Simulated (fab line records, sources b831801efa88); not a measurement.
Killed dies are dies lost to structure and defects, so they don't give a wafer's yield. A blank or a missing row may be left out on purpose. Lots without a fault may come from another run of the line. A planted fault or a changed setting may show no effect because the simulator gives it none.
Problem report in the 8D (eight disciplines) form, filled by code | flow sky130 | the parts of the form that need people (team, actions taken, sign-off) are left out

1. THE PROBLEM
cd_nm at SKY_CONTACT_CD_MEAS_14 reads a mean of 149.6 nm on 6 wafers of 2 lots; wafers without a fault read 169.4 nm with a standard deviation of 1.4. That is -14 standard deviations from the usual mean.
The step: target cd 170 nm.
First seen on wafer L469.2, day 34 15:14, on cd_sem-01. The record holds 36 wafers of 12 lots with a number at this step. Rule for "out", or "out of limits": more than 4 standard deviations from the usual mean. The other wafers with a number count as sound.

2. WHAT IT IS AND WHAT IT IS NOT
question                    | is                     | is not
which readings at this step | cd_nm                  | -
which lots                  | L469, L474             | L463, L464, L465, L468, L470, L476, L479, L483, L484, L485
which wafers of those lots  | all that have a number | -
read on which gauges        | cd_sem-01              | cd_sem-02
when                        | from day 34 15:14      | up to then (15 sound wafers); but 15 sound wafers of L476, L479, L483, L484, L485 came after

3. SUSPECTS, AND WHAT RULES EACH OUT
Counting: a tool at a process step up to the reading stays a suspect if it ran every lot that is out and no sound lot after the first of them.
- the gauge at SKY_CONTACT_CD_MEAS_14: ruled out. All the wafers that are out were read on cd_sem-01, but those of them that SKY_CONTACT_EXPOSE_11 has rows for are out there too, on other tools.
- cvd_w-01 at SKY_LI_CONTACT_CVD_21 (deposits W, target thk 400 nm, time 120.56 s): ruled out as a lasting fault. Sound lots L479, L483, L485 ran on it after its first lot that is out, L469 (day 32 05:32).
- krf_scanner-02 at SKY_CONTACT_EXPOSE_11 (exposes mask CTM1, target cd 170 nm): kept. It ran every lot that is out, first L469 (day 34 02:17), and no sound lot after that; its last sound lot up to then is L470 (day 34 00:31). Its own readings are out on those wafers: exposure_dose_mJ_cm2.
Left after counting: krf_scanner-02 at SKY_CONTACT_EXPOSE_11.

4. THE CAUSE (what the simulator had put in)
Process parameter drift: krf_scanner-02, from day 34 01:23 on, at SKY_CONTACT_EXPOSE_11. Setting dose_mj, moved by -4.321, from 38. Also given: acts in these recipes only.
Counting left only this tool.

5. THE CHAIN OF EFFECTS, in route order
Each row: a reading whose mean over the struck wafers that have a number lies more than 3 standard deviations from the usual. Only readings for which the record gives a usual standard deviation are gone through. hours: the time from each lot's start at the first step in this table that gives one to its start at this step, as a median over the lots. sigmas: the change in usual standard deviations.
hours | step                   | reading              | usual    | on struck wafers | change | sigmas
0     | SKY_CONTACT_EXPOSE_11  | exposure_dose_mJ_cm2 | 37.98    | 34.14            | -3.84  | -65
13    | SKY_CONTACT_CD_MEAS_14 | cd_nm                | 169.4 nm | 149.6            | -19.8  | -14
341   | SKY_PAD_OPEN_PROBE_99  | killed_at_contacts   | 24       | 42               | +18    | +3.5
The process steps in it:
- SKY_CONTACT_EXPOSE_11: exposes mask CTM1, target cd 170 nm.
- SKY_PAD_OPEN_PROBE_99

6. WHAT WOULD HAVE CAUGHT IT SOONER
In this record the first reading out of limits at a measuring or inspecting step was taken at day 34 15:14, 14 hours after the fault began at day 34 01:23.
The tool's own readings at SKY_CONTACT_EXPOSE_11 were out on every struck wafer that the step has a row for (exposure_dose_mJ_cm2): an alarm limit on them would have fired on the first of those.
Of the lots that are out (2), L474 began SKY_CONTACT_EXPOSE_11 on krf_scanner-02 after day 34 15:14. A hold on the tool at that time would have spared it.
